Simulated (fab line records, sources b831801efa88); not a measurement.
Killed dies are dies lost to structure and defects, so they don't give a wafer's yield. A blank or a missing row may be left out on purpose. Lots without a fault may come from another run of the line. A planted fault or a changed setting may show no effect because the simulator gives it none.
fab line records | flow sky130
record lots=6 wafers=18 last_day=50
route steps=708 shown RES_XHIGH@339 SD_N@342 SD_P@359 PAD_OPEN@708
lots that met no fault: from a run of the same line without faults
start_h: hours from the record's first day to the start of the lot's first wafer shown | wait_h: hours since the lot's step before | " the same as in the row above | L1.1+2: a row that stands for several wafers | - no value, or no start given | * or withheld: withheld | < > ~ a bound
route shown NAME@n: a module of which the file shows steps, and the number in the route of the first | usual: mean/standard deviation of fault-free wafers | same: alike in all rows | chamber/n: place in a boat | sites: the reading at each site | _std_site: their standard deviation | _edge_site: outer sites' mean less inner sites' | radius_mm: how far each site lies from the wafer's centre | mask NAME#n: copy n | behind: the tool/chamber that last shaped the wafer | hold: why the lot was held/for how many hours/how that ended | device: the transistor (n, p or np) that didn't switch | end of line: the same wafers' tests at the end of the route | a step without rows: its recipe alone | killed: dies lost to structure and defects at the first sort, not the wafer's yield | map: a wafer's dies, x killed, . not, _ none there
set.NAME: the setting as run; set.NAME@STEP: as run at that earlier step | model.NAME: the simulator's own value behind a step, which no gauge read
lots at some steps of the route; a table a step, a row a wafer
services: from which hour (start_h, from the record's first day; less than 0 if before it) a tool's chamber was out of use, for how many hours, and why
## steps
# step SKY_RES_XHIGH_IMPLANT_07
# recipe species=BF2 energy_kev=20 dose_cm2=3.6e+14 tilt_deg=0
# step SKY_RES_XHIGH_STRIP_08
# recipe chemistry=O2/N2 power_w=1400 pressure_mtorr=1500 platen_temp_c=withheld o2_flow_sccm=3000 n2_flow_sccm=300 overash_fraction=0.5
# usual drypump_motor_current_A=5.5/0.59 oes_product_au=0.711/0.0048 strip_time_to_endpoint_s=14.29/0.042
# columns lot.wafer tool chamber start_h wait_h drypump_motor_current_A oes_product_au rf_hours_counter_h strip_time_to_endpoint_s
L694.1 plasma_asher-03 0 623.82 0.1 5.0 0.703 52 14.30
L694.2 " 1 " " 5.9 0.710 52 14.37
L694.4 " 0 " " 5.0 0.707 - 14.33
L698.1 plasma_asher-01 0 650.92 0.1 5.0 0.699 98 14.22
L698.5 " 0 " " 4.9 0.707 - 14.25
L698.6 " 1 " " 5.6 0.710 - 14.29
L706.3 plasma_asher-01 1 729.06 0.1 5.6 0.712 - 14.33
L706.4 " 0 " " 4.9 0.706 - 14.28
L706.5 " 1 " " 5.6 0.708 - 14.24
L711.1 plasma_asher-01 1 759.52 0.1 5.7 0.714 1 14.30
L711.3 " 1 " " 5.7 0.713 - 14.27
L711.4 " 0 " " 4.9 0.711 - 14.25
L712.2 plasma_asher-03 0 785.07 0.1 5.0 0.713 69 14.32
L712.3 " 1 " " 5.9 0.712 - 14.29
L712.6 " 1 " " 5.9 0.710 - 14.31
L715.1 plasma_asher-03 0 794.67 0.1 5.1 0.709 70 14.33
L715.3 " 0 " " 5.0 0.717 - 14.29
L715.5 " 0 " " 5.0 0.713 - 14.30
# step SKY_RES_XHIGH_TW_MEAS_09
# usual RES_XHIGH_TW=1639/15
# columns lot.wafer tool chamber start_h wait_h RES_XHIGH_TW
L694.1 film_metro-01 - 623.92 0.1 1650
L694.2 " - " " 1640
L694.4 " - " " 1656
L698.1 film_metro-04 - 651.02 0.1 1662
L698.5 " - " " 1659
L698.6 " - " " 1669
L706.3 film_metro-03 - 729.14 0.1 1625
L706.4 " - " " 1632
L706.5 " - " " 1629
L711.1 film_metro-04 - 759.62 0.1 1661
L711.3 " - " " 1661
L711.4 " - " " 1662
L712.2 film_metro-01 - 785.18 0.1 1629
L712.3 " - " " 1640
L712.6 " - " " 1645
L715.1 film_metro-03 - 794.77 0.1 1633
L715.3 " - " " 1625
L715.5 " - " " 1635
# step SKY_SD_N_DEHYDRATE_00
# recipe temp_c=200 time_s=60
# step SKY_SD_N_HMDS_01
# recipe prime_time_s=60 prime_temp_c=120
# step SKY_SD_N_COAT_02
# recipe resist=NOVOLAK spin_rpm=3000 resist_thk_nm=1140
# step SKY_SD_N_SOFTBAKE_03
# recipe temp_c=90.65 time_s=60 resist=NOVOLAK
# step SKY_SD_N_EXPOSE_04
# recipe mask_id=NSDM na=0.6 source_shape=conventional sigma_outer=0.6 polarization=unpolarized target_cd_nm=380 dose_mj=141
# step SKY_SD_N_PEB_05
# recipe temp_c=withheld time_s=* resist=NOVOLAK
# step SKY_SD_N_DEVELOP_06
# recipe resist=NOVOLAK developer=TMAH develop_time_s=60 dev_temp_c=23
# step SKY_SD_N_CD_MEAS_07
# recipe target_cd_nm=380
# usual cd_nm=379.9/2.8
# columns lot.wafer tool chamber start_h wait_h cd_nm
L694.1 cd_sem-01 - 651.93 0.1 378.3
L694.2 " - " " 379.6
L694.4 " - " " 377.8
L698.1 cd_sem-01 - 679.52 0.1 378.0
L698.5 " - " " 376.9
L698.6 " - " " 376.5
L706.3 cd_sem-01 - 756.11 0.1 383.2
L706.4 " - " " 380.7
L706.5 " - " " 381.0
L711.1 cd_sem-02 - 785.33 0.1 374.5
L711.3 " - " " 375.8
L711.4 " - " " 378.3
L712.2 cd_sem-01 - 811.64 0.1 382.9
L712.3 " - " " 384.1
L712.6 " - " " 384.2
L715.1 cd_sem-01 - 821.28 0.1 382.2
L715.3 " - " " 382.0
L715.5 " - " " 382.5
# step SKY_SD_N_OVL_MEAS_08
# usual SD_N_OVL=0.4/1.2
# columns lot.wafer tool chamber start_h wait_h SD_N_OVL[nm]
L694.1 overlay-02 - 652.05 0.1 1.4
L694.2 " - " " 1.0
L694.4 " - " " 0.1
L698.1 overlay-01 - 679.64 0.1 0.4
L698.5 " - " " 1.5
L698.6 " - " " 0.9
L706.3 overlay-02 - 756.21 0.1 2.0
L706.4 " - " " -0.1
L706.5 " - " " 1.3
L711.1 overlay-02 - 785.45 0.1 3.7
L711.3 " - " " 1.7
L711.4 " - " " 2.8
L712.2 overlay-01 - 811.75 0.1 -0.5
L712.3 " - " " -0.6
L712.6 " - " " -1.3
L715.1 overlay-02 - 821.40 0.1 0.3
L715.3 " - " " 2.3
L715.5 " - " " -0.7
# step SKY_SD_N_IMPLANT_09
# recipe species=As energy_kev=50 dose_cm2=4e+15 tilt_deg=0
# usual end_station_pressure_torr=1.44e-05/1.2e-06 tilt_deg=-0.002/0.021
# columns lot.wafer tool chamber start_h wait_h end_station_pressure_torr tilt_deg
L694.1 implanter-03 0 652.09 0.0 1.4e-05 -0.005
L694.2 " 0 " " 1.32e-05 -0.021
L694.4 " 0 " " 1.36e-05 -0.016
L698.1 implanter-04 0 679.67 0.0 1.43e-05 0.011
L698.5 " 0 " " 1.51e-05 0.011
L698.6 " 0 " " 1.57e-05 0.008
L706.3 implanter-04 0 756.28 0.1 4.72e-05 0.018
L706.4 " 0 " " 4.87e-05 0.005
L706.5 " 0 " " 4.57e-05 0.019
L711.1 implanter-04 0 785.49 0.0 4.47e-05 0.008
L711.3 " 0 " " 4.43e-05 0.006
L711.4 " 0 " " 5.13e-05 -0.010
L712.2 implanter-03 0 811.80 0.0 1.38e-05 -0.025
L712.3 " 0 " " 1.34e-05 -0.007
L712.6 " 0 " " 1.29e-05 -0.008
L715.1 implanter-03 0 821.44 0.0 1.45e-05 0.001
L715.3 " 0 " " 1.4e-05 -0.002
L715.5 " 0 " " 1.34e-05 -0.027
# step SKY_SD_N_IMPLANT_10
# recipe species=P energy_kev=20 dose_cm2=1e+14 tilt_deg=0
# step SKY_SD_N_STRIP_11
# recipe chemistry=O2/N2 power_w=1400 pressure_mtorr=1500 platen_temp_c=withheld o2_flow_sccm=3000 n2_flow_sccm=300 overash_fraction=0.5
# usual drypump_motor_current_A=5.7/0.65 oes_product_au=0.527/0.0044 strip_time_to_endpoint_s=22.54/0.039
# columns lot.wafer tool chamber start_h wait_h drypump_motor_current_A oes_product_au rf_hours_counter_h strip_time_to_endpoint_s
L694.1 plasma_asher-02 0 652.39 0.1 6.8 0.523 18 22.57
L694.2 " 1 " " 5.3 0.527 18 22.51
L694.4 " 0 " " 6.8 0.522 - 22.51
L698.1 plasma_asher-02 0 679.97 0.1 6.7 0.526 21 22.59
L698.5 " 1 " " 5.3 0.531 - 22.58
L698.6 " 0 " " 6.8 0.528 - 22.63
L706.3 plasma_asher-02 0 756.56 0.1 6.8 0.516 - 22.86
L706.4 " 1 " " 5.3 0.533 - 22.88
L706.5 " 1 " " 5.3 0.514 - 22.90
L711.1 plasma_asher-04 1 785.79 0.1 5.2 0.523 94 22.95
L711.3 " 1 " " 5.1 0.524 - 22.86
L711.4 " 0 " " 5.6 0.519 - 22.85
L712.2 plasma_asher-02 1 812.08 0.1 5.3 0.527 34 22.53
L712.3 " 0 " " 6.8 0.524 - 22.57
L712.6 " 0 " " 6.8 0.527 - 22.54
L715.1 plasma_asher-02 1 821.74 0.1 5.3 0.523 35 22.55
L715.3 " 1 " " 5.3 0.528 - 22.59
L715.5 " 1 " " 5.3 0.521 - 22.53
# step SKY_SD_N_TW_MEAS_12
# usual SD_N_TW=3973/38
# columns lot.wafer tool chamber start_h wait_h SD_N_TW
L694.1 film_metro-01 - 652.49 0.1 3991
L694.2 " - " " 3993
L694.4 " - " " 4003
L698.1 film_metro-03 - 680.07 0.1 3943
L698.5 " - " " 3956
L698.6 " - " " 3922
L706.3 film_metro-03 - 756.65 0.1 3961
L706.4 " - " " 3971
L706.5 " - " " 3974
L711.1 film_metro-03 - 785.89 0.1 3975
L711.3 " - " " 3968
L711.4 " - " " 3983
L712.2 film_metro-04 - 812.19 0.1 3992
L712.3 " - " " 3995
L712.6 " - " " 4001
L715.1 film_metro-03 - 821.84 0.1 3935
L715.3 " - " " 3948
L715.5 " - " " 3924
# step SKY_SD_N_CLEAN_13
# recipe chemistry=SC1/SC2 mix=1:4:20 temp_c=70 time_s=150 dry=n2_spin
# step SKY_SD_N_RTA_14
# recipe temp_c=1075 time_s=2 idle_temp_c=650 ramp_up_c_per_s=150 ramp_down_c_per_s=90 ambient=N2
# usual lamp_power_pct=15.74/0.057 wafer_temp_C_max=1078.0/1.3
# columns lot.wafer tool chamber start_h wait_h lamp_power_pct wafer_temp_C_max
L694.1 rtp_anneal-01 0 652.60 0.0 15.82 1077.8
L694.2 " 0 " " 15.69 1076.5
L694.4 " 0 " " 15.75 1077.6
L698.1 rtp_anneal-02 0 680.18 0.0 15.71 1077.7
L698.5 " 0 " " 15.69 1080.8
L698.6 " 0 " " 15.66 1078.3
L706.3 rtp_anneal-01 0 756.76 0.0 15.68 1077.6
L706.4 " 0 " " 15.80 1076.8
L706.5 " 0 " " 15.82 1077.1
L711.1 rtp_anneal-02 0 786.00 0.0 15.72 1077.9
L711.3 " 0 " " 15.72 1078.0
L711.4 " 0 " " 15.77 1076.0
L712.2 rtp_anneal-01 0 812.30 0.0 15.72 1077.7
L712.3 " 0 " " 15.72 1076.2
L712.6 " 0 " " 15.68 1077.4
L715.1 rtp_anneal-02 0 821.95 0.0 15.74 1079.4
L715.3 " 0 " " 15.71 1077.1
L715.5 " 0 " " 15.83 1079.4
# step SKY_SD_N_RS_MEAS_16
# recipe thk_meas_gauge=four-point-probe
# usual SD_N_RS=68.55/0.11
# columns lot.wafer tool chamber start_h wait_h SD_N_RS[ohm/sq]
L694.1 film_metro-03 - 652.77 0.1 68.62
L694.2 " - " " 68.88
L694.4 " - " " 68.62
L698.1 film_metro-04 - 680.36 0.1 68.46
L698.5 " - " " 68.39
L698.6 " - " " 68.46
L706.3 film_metro-01 - 756.96 0.1 67.70
L706.4 " - " " 67.71
L706.5 " - " " 67.81
L711.1 film_metro-04 - 786.17 0.1 67.60
L711.3 " - " " 67.63
L711.4 " - " " 67.66
L712.2 film_metro-03 - 812.49 0.1 68.62
L712.3 " - " " 68.63
L712.6 " - " " 68.65
L715.1 film_metro-01 - 822.12 0.1 68.45
L715.3 " - " " 68.38
L715.5 " - " " 68.49
# step SKY_SD_N_RS_MEAS_17
# recipe thk_meas_gauge=four-point-probe
# usual SD_P_RS=147.0/0.32
# columns lot.wafer tool chamber start_h wait_h SD_P_RS[ohm/sq]
L694.1 film_metro-03 - 652.89 0.1 147.2
L694.2 " - " " 147.4
L694.4 " - " " 147.0
L698.1 film_metro-04 - 680.48 0.1 147.2
L698.5 " - " " 147.0
L698.6 " - " " 147.1
L706.3 film_metro-01 - 757.08 0.1 147.3
L706.4 " - " " 147.5
L706.5 " - " " 146.9
L711.1 film_metro-04 - 786.29 0.1 146.7
L711.3 " - " " 146.5
L711.4 " - " " 146.9
L712.2 film_metro-03 - 812.61 0.1 147.0
L712.3 " - " " 147.0
L712.6 " - " " 147.1
L715.1 film_metro-01 - 822.24 0.1 146.3
L715.3 " - " " 146.6
L715.5 " - " " 146.6
# step SKY_PAD_OPEN_PROBE_99
# usual killed_at_M0_to_M3=43/7.2 killed_at_M4_up=3.5/2 killed_at_contacts=24/5.2 killed_at_front_end=15/4.4 killed_at_other=0.2/0.48 killed_dies=85/9.4 killed_open=46/7.3 killed_short=39/6.1
# same gross_dies=492 killed_at_back_side=0
# columns lot.wafer tool chamber start_h wait_h killed_at_M0_to_M3 killed_at_M4_up killed_at_contacts killed_at_front_end killed_at_other killed_dies killed_open killed_short model.etest.res_ndiff_hv.rs_ohm_sq
L694.1 prober-01 - 1081.34 0.1 53 7 24 11 0 95 50 45 115
L694.2 prober-01 - 1081.39 0.1 40 5 23 12 1 81 40 41 116
L694.4 prober-01 - 1081.49 0.2 37 3 24 14 0 78 43 35 116.4
L698.1 prober-01 - 1100.72 0.1 42 6 21 22 0 91 48 43 114.9
L698.5 prober-01 - 1100.92 0.2 44 8 21 14 0 87 47 40 115.4
L698.6 prober-01 - 1100.97 0.2 42 3 32 9 0 86 51 35 114.9
L706.3 prober-02 - 1153.79 0.2 38 1 34 15 0 88 51 37 108.3
L706.4 prober-02 - 1153.84 0.2 40 3 22 13 0 78 37 41 109.3
L706.5 prober-02 - 1153.89 0.2 56 3 17 15 0 91 46 45 108.8
L711.1 prober-01 - 1172.35 0.1 40 0 21 10 0 71 41 30 110.2
L711.3 prober-01 - 1172.45 0.2 38 1 26 11 0 76 46 30 110.2
L711.4 prober-01 - 1172.50 0.2 41 2 25 12 0 80 41 39 110.8
L712.2 prober-02 - 1187.79 0.1 39 1 30 19 0 89 48 41 115
L712.3 prober-02 - 1187.84 0.2 39 3 22 21 1 86 41 41 114.3
L712.6 prober-02 - 1187.99 0.2 50 2 19 14 0 85 37 48 114.4
L715.1 prober-01 - 1197.68 0.1 42 6 22 12 0 82 44 38 112.3
L715.3 prober-01 - 1197.78 0.2 42 4 21 8 0 75 36 39 112.1
L715.5 prober-01 - 1197.88 0.2 37 3 24 20 1 85 46 39 112.8
# killed by level:class
L694.1 VIA1:geometric_particle:open=11 CONTACT:geometric_particle:open=10 METAL1:geometric_particle:short=10 VIA3:geometric_particle:open=7 VIA2:geometric_particle:open=7 LOCAL_INTERCONNECT:geometric_particle:short=5 METAL4:geometric_particle:short=5 FIELD_ISO:geometric_particle:short=4
L694.2 CONTACT:geometric_particle:open=12 METAL1:geometric_particle:short=9 VIA1:geometric_particle:short=9 VIA3:geometric_particle:open=7 VIA1:geometric_particle:open=6 LI_CONTACT:geometric_particle:open=5 FIELD_ISO:geometric_particle:short=4 METAL4:geometric_particle:short=4
L694.4 LI_CONTACT:geometric_particle:open=9 VIA1:geometric_particle:open=9 CONTACT:geometric_particle:open=8 VIA3:geometric_particle:open=6 METAL2:geometric_particle:short=5 VIA1:geometric_particle:short=5 LOCAL_INTERCONNECT:geometric_particle:short=5 FIELD_ISO:geometric_particle:open=4
L698.1 METAL1:geometric_particle:short=10 VIA1:geometric_particle:open=9 LI_CONTACT:geometric_particle:open=8 POLY_GATE:geometric_particle:open=6 VIA3:geometric_particle:open=6 POLY_GATE:geometric_particle:short=5 FIELD_ISO:geometric_particle:open=4 FIELD_ISO:geometric_particle:short=4
L698.5 VIA1:geometric_particle:open=11 VIA2:geometric_particle:open=11 METAL4:geometric_particle:short=8 LI_CONTACT:geometric_particle:open=7 CONTACT:geometric_particle:open=6 VIA1:geometric_particle:short=5 VIA2:geometric_particle:short=4 POLY_GATE:geometric_particle:open=4
L698.6 CONTACT:geometric_particle:open=11 VIA1:geometric_particle:open=8 VIA2:geometric_particle:open=8 LI_CONTACT:geometric_particle:open=7 LI_CONTACT:geometric_particle:short=5 METAL2:geometric_particle:short=5 VIA3:geometric_particle:open=5 VIA2:geometric_particle:short=4
L706.3 CONTACT:geometric_particle:open=10 VIA1:geometric_particle:open=10 VIA3:geometric_particle:open=9 LI_CONTACT:geometric_particle:open=8 CONTACT:geometric_particle:short=6 FIELD_ISO:geometric_particle:short=5 LOCAL_INTERCONNECT:geometric_particle:short=5 LI_CONTACT:geometric_particle:short=4
L706.4 VIA1:geometric_particle:open=12 CONTACT:geometric_particle:open=9 FIELD_ISO:geometric_particle:short=7 VIA2:geometric_particle:open=5 LOCAL_INTERCONNECT:geometric_particle:short=5 CONTACT:geometric_particle:short=5 METAL2:geometric_particle:short=5 POLY_GATE:geometric_particle:short=4
L706.5 METAL2:geometric_particle:short=10 VIA1:geometric_particle:open=9 METAL1:geometric_particle:short=7 VIA2:geometric_particle:open=7 CONTACT:geometric_particle:open=6 VIA3:geometric_particle:open=6 FIELD_ISO:geometric_particle:open=5 VIA3:geometric_particle:short=5
L711.1 VIA3:geometric_particle:open=8 CONTACT:geometric_particle:open=7 VIA1:geometric_particle:open=7 LI_CONTACT:geometric_particle:open=6 VIA2:geometric_particle:open=5 METAL1:geometric_particle:short=4 CONTACT:geometric_particle:short=4 VIA1:geometric_particle:short=4
L711.3 LI_CONTACT:geometric_particle:open=10 VIA1:geometric_particle:open=10 CONTACT:geometric_particle:open=6 LOCAL_INTERCONNECT:geometric_particle:short=5 METAL2:geometric_particle:short=5 VIA2:geometric_particle:open=5 VIA3:geometric_particle:open=5 FIELD_ISO:geometric_particle:short=4
L711.4 VIA1:geometric_particle:open=8 LI_CONTACT:geometric_particle:open=7 METAL2:geometric_particle:short=6 FIELD_ISO:geometric_particle:short=5 LI_CONTACT:geometric_particle:short=5 VIA2:geometric_particle:short=5 CONTACT:geometric_particle:open=5 METAL3:geometric_particle:open=4
L712.2 CONTACT:geometric_particle:open=15 VIA1:geometric_particle:open=8 METAL1:geometric_particle:short=8 METAL2:geometric_particle:short=8 POLY_GATE:geometric_particle:short=7 VIA3:geometric_particle:open=7 LI_CONTACT:geometric_particle:open=6 POLY_GATE:geometric_particle:open=4
L712.3 VIA1:geometric_particle:open=9 METAL2:geometric_particle:short=9 CONTACT:geometric_particle:open=7 VIA3:geometric_particle:open=6 FIELD_ISO:geometric_particle:short=5 LI_CONTACT:geometric_particle:open=5 VIA1:geometric_particle:short=5 POLY_GATE:geometric_particle:open=4
L712.6 VIA1:geometric_particle:open=12 CONTACT:geometric_particle:open=8 METAL2:geometric_particle:short=8 METAL1:geometric_particle:short=6 VIA1:geometric_particle:short=6 VIA3:geometric_particle:open=6 METAL3:geometric_particle:short=5 FIELD_ISO:geometric_particle:short=4
L715.1 VIA1:geometric_particle:open=12 CONTACT:geometric_particle:open=8 METAL2:geometric_particle:short=7 VIA1:geometric_particle:short=6 VIA3:geometric_particle:open=5 LI_CONTACT:geometric_particle:open=5 VIA2:geometric_particle:open=5 METAL4:geometric_particle:short=5
L715.3 VIA1:geometric_particle:open=12 VIA1:geometric_particle:short=11 LI_CONTACT:geometric_particle:open=8 CONTACT:geometric_particle:open=7 FIELD_ISO:geometric_particle:short=4 METAL2:geometric_particle:short=4 METAL1:geometric_particle:short=4 METAL4:geometric_particle:short=4
L715.5 VIA1:geometric_particle:open=15 CONTACT:geometric_particle:open=8 POLY_GATE:geometric_particle:short=7 POLY_GATE:geometric_particle:open=7 LI_CONTACT:geometric_particle:open=7 METAL2:geometric_particle:short=6 CONTACT:geometric_particle:short=4 FIELD_ISO:geometric_particle:short=3
## services
# columns tool chamber start_h hours kind
implanter-04 - 629.43 1.9 repair
plasma_asher-02 - 636.50 14.6 pm
plasma_asher-01 - 656.32 3.0 repair
implanter-04 - 688.29 1.1 repair
plasma_asher-01 - 733.02 1.4 repair
plasma_asher-01 - 734.38 9.0 pm
plasma_asher-01 0 734.38 9.0 vent_cycle
plasma_asher-01 1 734.38 9.0 vent_cycle
plasma_asher-01 0 743.38 - clean
plasma_asher-01 1 743.38 - clean
rtp_anneal-02 - 755.68 0.8 repair
implanter-04 - 767.10 2.1 repair
implanter-03 - 770.29 3.5 repair
plasma_asher-02 - 802.34 1.6 repair
implanter-04 - 809.03 0.5 repair
## key
first_sign step=SKY_SD_N_IMPLANT_09 reading=end_station_pressure_torr direction=up sigmas=26 usual=1.44e-05 struck=4.7e-05
effect step=SKY_SD_N_STRIP_11 reading=strip_time_to_endpoint_s direction=up sigmas=8.8 usual=* struck=*
effect step=SKY_SD_N_RS_MEAS_16 reading=SD_N_RS direction=down sigmas=7.5 usual=68.55 struck=67.68
model_effect step=SKY_PAD_OPEN_PROBE_99 value=etest.res_ndiff_hv.rs_ohm_sq without=112.2 struck=109.6
met_at SKY_SD_N_IMPLANT_09
struck_wafers L706.3,L706.4,L706.5,L711.1,L711.3,L711.4
tester_left_out L706,L711
onset_between 679.67 756.28
fault kind=process_parameter_drift tool=implanter-04 chamber=- onset_h=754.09 steps=SKY_SD_N_IMPLANT_09 channel=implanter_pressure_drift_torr offset=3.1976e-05 shape=step end_h=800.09
fault kind=process_parameter_drift tool=implanter-04 chamber=- onset_h=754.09 steps=SKY_SD_N_IMPLANT_09 channel=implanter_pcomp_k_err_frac offset=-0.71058 shape=step end_h=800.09
# tester_left_out: of these lots the tester's yield and bins aren't shown, on N5 and GAA mostly nor the transistor test; their killed dies are dies lost to structure and defects alone, not to doping, threshold or leakage, so they don't give the yield
